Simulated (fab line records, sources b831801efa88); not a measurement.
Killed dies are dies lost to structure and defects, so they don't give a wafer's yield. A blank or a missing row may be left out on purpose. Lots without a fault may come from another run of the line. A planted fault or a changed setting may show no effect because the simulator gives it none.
Which tool did it? | flow gf180mcu | 14 lots, 42 wafers sampled, at 5 steps of a route of 602

WHAT THE GAUGES READ, wafer by wafer
The record holds no reading of a measuring or inspecting step that can be judged against a usual standard deviation.

WHICH TOOL RAN EACH LOT (tool, then ch and the chambers of the sampled wafers, then the start)
lot  | GF_STI_ETCH_14                  | GF_SALICIDE_SPUTTER_03       | GF_SALICIDE_RTA_06               | GF_SALICIDE_RTA_08               | GF_CONTACT_CVD_00
L704 | rie_si-02 ch 1,2,3, day 2 01:31 | pvd_sputter-03, day 15 11:43 | rtp_anneal-02 ch 0, day 15 11:57 | rtp_anneal-01 ch 0, day 15 12:08 | hdpcvd-01 ch 0,1, day 15 12:13
L705 | rie_si-02 ch 0,1,2, day 2 06:32 | pvd_sputter-03, day 15 21:11 | rtp_anneal-02 ch 0, day 15 21:23 | rtp_anneal-01 ch 0, day 15 21:35 | hdpcvd-02 ch 0,1,2, day 15 21:41
L706 | rie_si-01 ch 0,3, day 2 11:58   | pvd_sputter-02, day 16 08:44 | rtp_anneal-01 ch 0, day 16 08:56 | rtp_anneal-02 ch 0, day 16 09:07 | hdpcvd-02 ch 1,2, day 16 09:13
L709 | rie_si-02 ch 0,1, day 3 05:50   | pvd_sputter-02, day 17 07:23 | rtp_anneal-01 ch 0, day 17 07:37 | rtp_anneal-02 ch 0, day 17 07:49 | hdpcvd-02 ch 1,2, day 17 07:53
L711 | rie_si-01 ch 1,2,3, day 3 15:04 | pvd_sputter-03, day 17 12:44 | rtp_anneal-01 ch 0, day 17 12:58 | rtp_anneal-02 ch 0, day 17 13:10 | hdpcvd-02 ch 0,2, day 17 13:13
L712 | rie_si-01 ch 0,1,3, day 3 19:53 | pvd_sputter-03, day 18 00:54 | rtp_anneal-02 ch 0, day 18 01:11 | rtp_anneal-01 ch 0, day 18 01:26 | hdpcvd-01 ch 0,1,2, day 18 01:30
L713 | rie_si-01 ch 1,2, day 4 01:14   | pvd_sputter-02, day 18 07:49 | rtp_anneal-01 ch 0, day 18 08:02 | rtp_anneal-02 ch 0, day 18 08:14 | hdpcvd-01 ch 0,1,2, day 18 08:26
L714 | rie_si-02 ch 0,3, day 4 04:29   | pvd_sputter-03, day 18 17:52 | rtp_anneal-02 ch 0, day 18 18:06 | rtp_anneal-01 ch 0, day 18 18:23 | hdpcvd-01 ch 1,2, day 18 18:28
L718 | rie_si-01 ch 0,1,2, day 5 03:18 | pvd_sputter-04, day 20 07:01 | rtp_anneal-02, day 20 07:16      | rtp_anneal-01 ch 0, day 20 07:27 | -
L719 | rie_si-01 ch 2,3, day 5 07:41   | pvd_sputter-02, day 20 12:19 | rtp_anneal-02, day 20 12:31      | rtp_anneal-02 ch 0, day 20 12:42 | -
L720 | rie_si-02 ch 0,2,3, day 5 11:38 | pvd_sputter-03, day 20 20:25 | rtp_anneal-02 ch 0, day 20 20:38 | rtp_anneal-01 ch 0, day 20 20:49 | hdpcvd-02 ch 1,2, day 20 20:54
L724 | rie_si-01 ch 0,2,3, day 6 07:59 | pvd_sputter-03, day 22 03:26 | rtp_anneal-02 ch 0, day 22 03:39 | rtp_anneal-01 ch 0, day 22 03:50 | hdpcvd-01 ch 0,2, day 22 03:56
L725 | rie_si-02 ch 0,1, day 6 15:14   | pvd_sputter-02, day 22 08:33 | rtp_anneal-01 ch 0, day 22 08:49 | rtp_anneal-02 ch 0, day 22 09:00 | hdpcvd-01 ch 0,1,2, day 22 09:04
L726 | rie_si-01 ch 0,1, day 6 19:16   | pvd_sputter-04, day 22 17:44 | rtp_anneal-02 ch 0, day 22 17:59 | rtp_anneal-02 ch 0, day 22 18:10 | hdpcvd-01 ch 1,2, day 22 18:16
- GF_STI_ETCH_14: etches Si in HBr/Cl2/O2, target depth 360 nm, time 102.9 s.
- GF_SALICIDE_SPUTTER_03: material TiN, target thk 20 nm, time 16.7 s.
- GF_SALICIDE_RTA_06: time 30 s.
- GF_SALICIDE_RTA_08: time 30 s.
- GF_CONTACT_CVD_00: deposits SiO2, target thk 300 nm, time 50 s.

WHAT THE TOOLS THEMSELVES READ (means of the sampled wafers that have a number; where no wafer has one, the mark that the record gives instead)
GF_STI_ETCH_14.
lot  | tool      | O2_flow_sccm (sccm) | bias_w (W) | drypump_motor_current_A (A) | mfc_cl2_sccm (sccm) | oes_product_au (a.u.) | throttle_valve_pct (%)
L704 | rie_si-02 | 5.990               | 150.0      | 5.5                         | 40.09               | 1.018                 | 25.653
L705 | rie_si-02 | 6.001               | 150.3      | 5.6                         | 39.94               | 1.006                 | 25.662
L706 | rie_si-01 | 5.995               | 150.2      | 5.5                         | 39.93               | 1.011                 | 25.653
L709 | rie_si-02 | 5.988               | 150.2      | 5.9                         | 40.12               | 1.003                 | 25.654
L711 | rie_si-01 | 5.977               | 150.2      | 5.4                         | 40.09               | 1.002                 | 25.648
L712 | rie_si-01 | 6.018               | 149.8      | 5.8                         | 39.88               | 1.004                 | 25.655
L713 | rie_si-01 | 5.996               | 150.3      | 5.3                         | 40.00               | 0.989                 | 25.661
L714 | rie_si-02 | 6.006               | 149.3      | 5.6                         | 40.00               | 1.003                 | 25.663
L718 | rie_si-01 | 5.996               | 150.2      | 5.7                         | 40.02               | 1.007                 | 25.661
L719 | rie_si-01 | 5.990               | 150.2      | 5.1                         | 39.87               | 1.011                 | 25.656
L720 | rie_si-02 | 5.996               | 149.8      | 5.5                         | 39.93               | 1.006                 | 25.644
L724 | rie_si-01 | 6.009               | 149.9      | 5.4                         | 39.90               | 1.011                 | 25.647
L725 | rie_si-02 | 5.999               | 150.0      | 5.9                         | 39.97               | 0.999                 | 25.657
L726 | rie_si-01 | 6.005               | 150.1      | 6.2                         | 40.02               | 1.008                 | 25.647

GF_SALICIDE_SPUTTER_03.
lot  | tool           | throttle_valve_pct (%)
L704 | pvd_sputter-03 | 28.3
L705 | pvd_sputter-03 | 29.8
L706 | pvd_sputter-02 | 29.5
L709 | pvd_sputter-02 | 29.8
L711 | pvd_sputter-03 | 29.3
L712 | pvd_sputter-03 | 29.2
L713 | pvd_sputter-02 | 29.6
L714 | pvd_sputter-03 | 28.9
L718 | pvd_sputter-04 | 29.4
L719 | pvd_sputter-02 | 29.2
L720 | pvd_sputter-03 | 29.7
L724 | pvd_sputter-03 | 29.3
L725 | pvd_sputter-02 | 29.4
L726 | pvd_sputter-04 | 29.1

GF_SALICIDE_RTA_06.
lot  | tool          | anneal_temp_c_max | chamber_o2_ppm | lamp_power_pct (%) | wafer_temp_C_max
L704 | rtp_anneal-02 | 532.2             | 2.008          | 6.4                | 532.0
L705 | rtp_anneal-02 | 532.6             | 2.019          | 6.4                | 532.4
L706 | rtp_anneal-01 | 533.4             | 1.992          | 5.7                | 532.6
L709 | rtp_anneal-01 | 533.4             | 2.040          | 5.7                | 533.2
L711 | rtp_anneal-01 | 533.0             | 1.975          | 5.7                | 533.0
L712 | rtp_anneal-02 | 532.8             | 2.008          | 6.4                | 532.5
L713 | rtp_anneal-01 | 533.7             | 1.991          | 5.7                | 534.1
L714 | rtp_anneal-02 | 532.2             | 1.974          | 6.4                | 532.0
L718 | rtp_anneal-02 | -                 | -              | -                  | -
L719 | rtp_anneal-02 | -                 | -              | -                  | -
L720 | rtp_anneal-02 | 532.8             | 2.003          | 6.4                | 533.1
L724 | rtp_anneal-02 | 532.5             | 2.002          | 6.4                | 532.7
L725 | rtp_anneal-01 | 533.0             | 1.987          | 5.7                | 532.4
L726 | rtp_anneal-02 | 533.1             | 2.028          | 6.4                | 532.8

GF_SALICIDE_RTA_08.
lot  | tool          | anneal_temp_c_max | chamber_o2_ppm | lamp_power_pct (%) | wafer_temp_C_max
L704 | rtp_anneal-01 | 805.1             | 2.010          | 15.8               | 805.1
L705 | rtp_anneal-01 | 805.5             | 2.039          | 15.9               | 804.1
L706 | rtp_anneal-02 | 805.5             | 2.009          | 17.8               | 803.4
L709 | rtp_anneal-02 | 804.0             | 1.995          | 17.8               | 804.0
L711 | rtp_anneal-02 | 803.5             | 2.019          | 17.8               | 803.3
L712 | rtp_anneal-01 | 805.0             | 2.012          | 15.8               | 805.7
L713 | rtp_anneal-02 | 805.1             | 2.003          | 17.8               | 804.4
L714 | rtp_anneal-01 | 805.4             | 1.999          | 15.8               | 805.6
L718 | rtp_anneal-01 | 804.2             | 2.041          | 15.8               | 804.1
L719 | rtp_anneal-02 | 804.3             | 1.985          | 17.8               | 803.3
L720 | rtp_anneal-01 | 806.2             | 1.952          | 15.8               | 806.2
L724 | rtp_anneal-01 | 805.7             | 1.996          | 15.8               | 804.9
L725 | rtp_anneal-02 | 804.4             | 1.991          | 17.8               | 803.9
L726 | rtp_anneal-02 | 803.4             | 1.989          | 17.8               | 803.9

THE ANSWER, worked out from the rows above alone
Rule: what is usual is taken from the lots themselves. Put in order of their means at a reading, lots are off if they are a third of the lots or fewer, leave a main group of 4 or more, and stand apart from it by a gap of 3 or more times the standard deviation of the main group's means; of several such gaps the widest counts. A main group whose means are all the same, to the digits that the tables above print for the reading, isn't used. A lot without any number at a reading at which 4 lots or more have one is off too. The other lots that the step has rows for count as sound. The gauges are gone through in route order, then the tools' own readings, and for those a lot's mean is taken as printed above. The first step at which some lot is off is used, and at that step the reading that is off furthest; a lot without a number counts as furthest.
Off: L718, L719, at GF_SALICIDE_RTA_06 (anneal_temp_c_max). Without a number there: L718, L719. The main group: mean 532.9, standard deviation 0.45.
A tool fits if, at that step or a process step before it, it ran every lot that is off, and no sound lot after the first of them. None of those tried fits.

WHAT THE SIMULATOR HAD PUT IN
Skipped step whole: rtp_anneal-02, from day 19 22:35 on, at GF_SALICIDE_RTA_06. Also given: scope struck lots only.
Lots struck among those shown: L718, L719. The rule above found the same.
